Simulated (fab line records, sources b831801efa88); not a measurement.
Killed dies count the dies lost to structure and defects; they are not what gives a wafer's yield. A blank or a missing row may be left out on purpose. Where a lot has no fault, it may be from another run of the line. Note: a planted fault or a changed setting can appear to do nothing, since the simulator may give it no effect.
Chamber matching | flow sfq_line | 4 sister chambers for SFQ_TRILAYER_I1_VIA_BARC_OPEN_VIA_ETCH_071 on rie_diel-01
The step etches BARC in O2, target depth 125 nm, time 41.7 s. 8 wafers are shown with their chamber, then 10 later ones without.

== WAFERS, EACH WITH ITS CHAMBER ==
wafer  | chamber | drypump_motor_current_A (A) | oes_product_au (a.u.)
L438.2 | 0       | 6.0                         | 0.677
L438.4 | 2       | 5.0                         | 0.683
L440.5 | 0       | 6.0                         | 0.679
L440.6 | 3       | 6.4                         | 0.684
L441.5 | 3       | 6.5                         | 0.682
L441.6 | 2       | 5.0                         | 0.687
L442.3 | 1       | 6.7                         | 0.689
L442.5 | 1       | 6.7                         | 0.691

== WAFERS WITHOUT THEIR CHAMBER ==
wafer  | drypump_motor_current_A (A) | oes_product_au (a.u.)
L442.6 | 5.0                         | 0.678
L447.2 | 6.0                         | 0.696
L447.3 | 5.0                         | 0.685
L447.5 | 6.1                         | 0.689
L451.2 | 6.0                         | 0.682
L451.5 | 4.9                         | 0.680
L451.6 | 6.5                         | 0.681
L453.1 | 6.0                         | 0.677
L453.5 | 6.7                         | 0.683
L453.6 | 6.0                         | 0.690

== EACH ONE'S CHAMBER ==
wafer  | from the rows above | in truth
L442.6 | 2                   | 2
L447.2 | 0                   | 0
L447.3 | 2                   | 2
L447.5 | 0                   | 0
L451.2 | 0                   | 0
L451.5 | 2                   | 2
L451.6 | 3                   | 3
L453.1 | 0                   | 0
L453.5 | 1                   | 1
L453.6 | 0                   | 0
Correctly placed: 10 of 10. Not placeable from these rows: 0. Number placed wrongly: 0.
How it was worked out, from the rows above alone: a wafer's distance from a chamber is the root of the sum, over the readings, of the square of ((its reading less the chamber's mean) divided by the reading's scatter). The wafer belongs to the nearest chamber; if the next one is less than 2 further off, it can't be placed. A chamber's mean is the mean of its shown wafers. The scatter is the square root of a quotient: the sum, over the shown wafers, of each reading's squared deviation from its chamber's mean, divided by wafers minus chambers.
